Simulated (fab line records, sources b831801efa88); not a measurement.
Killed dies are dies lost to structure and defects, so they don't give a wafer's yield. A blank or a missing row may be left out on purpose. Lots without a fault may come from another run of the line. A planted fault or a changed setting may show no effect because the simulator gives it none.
A struck lot beside a sound one | flow gf180mcu | 17 steps out of a route of 602
Sound: wafers L161.1, L161.2. Struck: wafer L170.6. (L170.4, L170.5 of the same lot were not struck and are left out.) The cause comes at the end.
At each step with rows: each side's tool, then ch and its chambers, then its first start. Under that, the readings that differ: sound wafers | struck wafers | difference of the means | sigmas: that difference in standard deviations of wafers without a fault.
alike: readings whose means differ by less than 2 such deviations, and words and numbers that are the same on both sides. not compared: withheld readings, readings that some wafer has no value for, bounds like >300 that may hide the same value, and numbers for which the record gives no deviation and whose values overlap.
The two part at a step that has a row with sigmas, a row that says differs or no value, or rows on one side only. Numbers that don't overlap but have no deviation are shown without sigmas and don't part them. A reading that every wafer of one side lacks parts them only if that side has two wafers or more.

first, 2 steps without rows for these wafers: GF_CONTACT_PEB_12 (peb time 90 s); GF_CONTACT_DEVELOP_13 (develop time 60 s).
GF_CONTACT_CD_MEAS_14: target cd 220 nm.
  sound on cd_sem-01, day 21 02:49; struck on cd_sem-01, day 23 04:47
  alike: cd_nm
GF_CONTACT_OVL_MEAS_15:
  sound on overlay-02, day 21 02:56; struck on overlay-02, day 23 04:52
  alike: CONTACT_OVL
GF_CONTACT_ETCH_16: etches BARC in N2/H2.
  sound on rie_diel-01 ch 1,3, day 21 02:58; struck on rie_diel-03 ch 3, day 23 04:54
  reading                        | sound         | struck | difference | sigmas
  chamber_pressure_mTorr (mTorr) | 29.950 29.952 | 30.007 | +0.056     | +2
  oes_product_au (a.u.)          | 0.856 0.846   | 0.869  | +0.018     | +3
  alike: drypump_motor_current_A, throttle_valve_pct
GF_CONTACT_ETCH_17: etches SiO2 in C4F8/O2/Ar, stops on CoSi2, target depth 860 nm.
  sound on rie_diel-01 ch 1,3; struck on rie_diel-03 ch 3
  alike: chamber_pressure_mTorr, oes_product_au
then, 4 steps without rows for these wafers: GF_CONTACT_STRIP_18 (strips in O2/N2); GF_CONTACT_CLEAN_19 (cleans in SPM); GF_CONTACT_CLEAN_20 (cleans in DIW); GF_CONTACT_CLEAN_21 (cleans in dHF, time 20 s).
GF_CONTACT_SPUTTER_22: material Ti, target thk 15 nm, time 80.02 s.
  sound on pvd_sputter-04, day 21 03:27; struck on pvd_sputter-02, day 23 05:22
  reading                | sound         | struck | difference | sigmas
  cathode_dc_power_W (W) | 2499.5 2499.8 | 2500.7 | +1.0       | +2
  alike: throttle_valve_pct
GF_CONTACT_SPUTTER_23: material TiN, target thk 10 nm, time 40 s.
  sound on pvd_sputter-04, day 21 03:31; struck on pvd_sputter-02, day 23 05:25
  alike: cathode_dc_power_W, throttle_valve_pct
GF_CONTACT_CVD_24: deposits W, target thk 300 nm, time 90.339 s.
  sound on cvd_w-02 ch 0, day 21 03:33; struck on cvd_w-01 ch 0, day 23 05:29
  reading                               | sound       | struck | difference | sigmas
  model.W_of_CONTACT_CVD_24.thk_nm (nm) | 304.2 301.1 | 272.3  | -30.3      |
  alike: chamber_pressure_Torr, heater_power_w
GF_CONTACT_RS_MEAS_25: measures by four-point-probe.
  sound on film_metro-04, day 21 03:45; struck on film_metro-03, day 23 05:37
  reading               | sound       | struck | difference | sigmas
  CONTACT_W_RS (ohm/sq) | 0.378 0.382 | 0.422  | +0.042     | +9
GF_CONTACT_THK_MEAS_26: measures by xrf.
  sound on film_metro-04, day 21 03:52; struck on film_metro-03, day 23 05:43
  reading            | sound   | struck | difference | sigmas
  CONTACT_W_THK (nm) | 299 294 | 268    | -28        | -7
GF_CONTACT_CMP_27: polishes, stops on SiO2, t overpolish 15 s, target thk 0 nm.
  sound on cmp-01 ch 1,3, day 21 03:59; struck on cmp-02 ch 2, day 23 05:50
  reading          | sound       | struck | difference | sigmas
  platen_rpm (rpm) | 59.98 59.97 | 60.07  | +0.10      | +3
  alike: head_pressure_psi, motor_current_A
-- the record jumps here: 11 days lie between the struck wafers' starts before and after (it left off in module CONTACT and takes up again in module PASSIVATION, whose first step shown is number 602 of the route) --
GF_PASSIVATION_PROBE_99:
  the record has rows for the struck wafers here (prober-01, day 34 09:28) and none for the sound ones

WHERE THEY PART
First at GF_CONTACT_ETCH_16; last, within this record, at GF_PASSIVATION_PROBE_99.

WHY: what the simulator had put in
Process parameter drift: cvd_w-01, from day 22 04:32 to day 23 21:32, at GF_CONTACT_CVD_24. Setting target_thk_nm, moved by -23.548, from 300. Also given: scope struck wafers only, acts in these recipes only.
